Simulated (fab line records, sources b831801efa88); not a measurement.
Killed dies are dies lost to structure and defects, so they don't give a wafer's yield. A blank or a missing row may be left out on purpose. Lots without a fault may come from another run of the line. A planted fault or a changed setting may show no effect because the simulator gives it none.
Which tool did it? | flow sky130 | 10 lots, 30 wafers sampled, at 1 step of a route of 708

WHAT THE GAUGES READ, wafer by wafer
SKY_CAPM_OVL_MEAS_12.
lot  | measured     | on         | CAPM_OVL (nm)
L787 | day 38 13:26 | overlay-01 | 0.3 -1.4 0.8
L788 | day 39 06:50 | overlay-02 | -2.5 0.0 1.0
L792 | day 40 10:19 | overlay-02 | -0.1 -2.4 -2.1
L794 | day 41 11:35 | overlay-01 | -0.7 -1.9 -2.2
L796 | day 41 17:27 | overlay-02 | -1.0 1.4 -0.7
L797 | day 41 17:46 | overlay-01 | -1.7 -1.4 -0.4
L798 | day 42 03:48 | overlay-02 | -0.7 -2.2 -1.1
L801 | day 42 16:26 | overlay-02 | -1.3 -2.5 -2.4
L804 | day 43 12:32 | overlay-01 | 2.0 0.1 0.4
L808 | day 44 13:10 | overlay-02 | -1.2 1.1 0.5

WHICH TOOL RAN EACH LOT (tool, then ch and the chambers of the sampled wafers, then the start)
The record holds no process step before these readings.

THE ANSWER, worked out from the rows above alone
Rule: what is usual is taken from the lots themselves. Put in order of their means at a reading, lots are off if they are a third of the lots or fewer, leave a main group of 4 or more, and stand apart from it by a gap of 3 or more times the standard deviation of the main group's means; of several such gaps the widest counts. A main group whose means are all the same, to the digits that the tables above print for the reading, isn't used. A lot without any number at a reading at which 4 lots or more have one is off too. The other lots that the step has rows for count as sound.
No lot is off at any reading shown: from this, nothing can be told.

WHAT THE SIMULATOR HAD PUT IN
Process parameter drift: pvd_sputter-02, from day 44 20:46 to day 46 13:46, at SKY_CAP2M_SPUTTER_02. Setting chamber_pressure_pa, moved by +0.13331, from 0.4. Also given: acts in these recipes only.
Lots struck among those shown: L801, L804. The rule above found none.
